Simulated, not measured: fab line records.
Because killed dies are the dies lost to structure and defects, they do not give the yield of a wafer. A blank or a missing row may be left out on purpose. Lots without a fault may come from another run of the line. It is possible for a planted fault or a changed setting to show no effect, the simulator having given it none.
A single fault, viewed from 2 desks | flow gf180mcu | what lay behind the numbers comes last; until then each desk has only its own

## METROLOGY DESK
What the gauges read, lot by lot, whatever tool the lot ran on: means of the sampled wafers that have a number. Marked OUT: a lot whose mean sits more than 4 standard deviations from the usual mean, which makes it out of limits; the brackets give that distance.
Columns: A = HV_LDD_03_OVL at GF_HV_LDD_OVL_MEAS_47, usual -1.7 nm
lot  | first seen here | A
L526 | day 13 20:18    | -1.7
L528 | day 14 15:23    | -3.0
L529 | day 14 22:41    | -0.5
L530 | day 15 04:05    | -1.0
L531 | day 15 15:44    | -2.0
L532 | day 15 21:56    | -0.7
L534 | day 16 16:14    | -0.8
L535 | day 16 22:47    | 1.4
L536 | day 17 09:35    | -1.6
L538 | day 17 21:05    | -3.7
L541 | day 18 22:05    | -2.9
L542 | day 19 04:15    | -0.3
This desk's verdict: no lot among the 12 shows anything out of limits.

## TOOL OWNER'S DESK, rie-diel-04
The tool's own readings at GF_POLY_GATE_ETCH_12 (etches BARC in N2/H2): means of the sampled wafers that have a number, for each lot that ran on this tool. Marked OUT: a lot whose mean sits more than 4 standard deviations from the usual mean, which makes it out of limits; the brackets give that distance.
Columns: A = bias-w at GF_POLY_GATE_ETCH_12, usual 99.97 W; B = drypump-motor-current-A at GF_POLY_GATE_ETCH_12, usual 5.7 A; C = h2-flow-sccm at GF_POLY_GATE_ETCH_12, usual 199.9 sccm; D = n2-flow-sccm at GF_POLY_GATE_ETCH_12, usual 99.97 sccm; E = oes-product-au at GF_POLY_GATE_ETCH_12, usual 0.735 a.u.; F = throttle-valve-pct at GF_POLY_GATE_ETCH_12, usual 13.215 %
lot  | first seen here | A               | B   | C     | D      | E     | F
L529 | day 11 05:11    | 100.09          | 5.6 | 200.1 | 100.08 | 0.735 | 13.217
L530 | day 11 11:51    | 99.98           | 5.5 | 200.1 | 99.77  | 0.732 | 13.217
L532 | day 12 03:05    | 99.88           | 5.5 | 200.0 | 100.18 | 0.736 | 13.227
L534 | day 12 20:29    | 99.94           | 5.4 | 199.6 | 100.07 | 0.736 | 13.219
L535 | day 13 01:59    | 100.10          | 5.7 | 199.7 | 99.74  | 0.733 | 13.212
L538 | day 13 20:59    | 99.36           | 5.4 | 199.5 | 99.64  | 0.736 | 13.212
L541 | day 14 18:09    | 96.86 (-11) OUT | 5.5 | 200.4 | 100.12 | 0.731 | 13.218
Finding of this desk: L541 out of limits; the first was L541 at day 14 18:09, on bias-w at GF_POLY_GATE_ETCH_12. L529, L530, L532, L534, L535, L538: within limits.

## ALL TOGETHER
The tool owner's desk could have raised an alarm at day 14 18:09, on L541.
At the metrology desk, nothing out of limits was observed.
The metrology desk holds a record of L541, inside its limits.
GF_POLY_GATE_ETCH_12 was run on rie-diel-04 by each of the lots named.

## WHAT THE SIMULATOR HAD PUT IN
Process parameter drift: rie-diel-04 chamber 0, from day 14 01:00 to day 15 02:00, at GF_POLY_GATE_ETCH_12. Setting bias-w shifted by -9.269 from 100. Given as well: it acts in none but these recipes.
Lots struck among those shown: L541.
Time in hours from fault onset to the first out-of-limits reading at each desk: the tool owner's desk, 17.
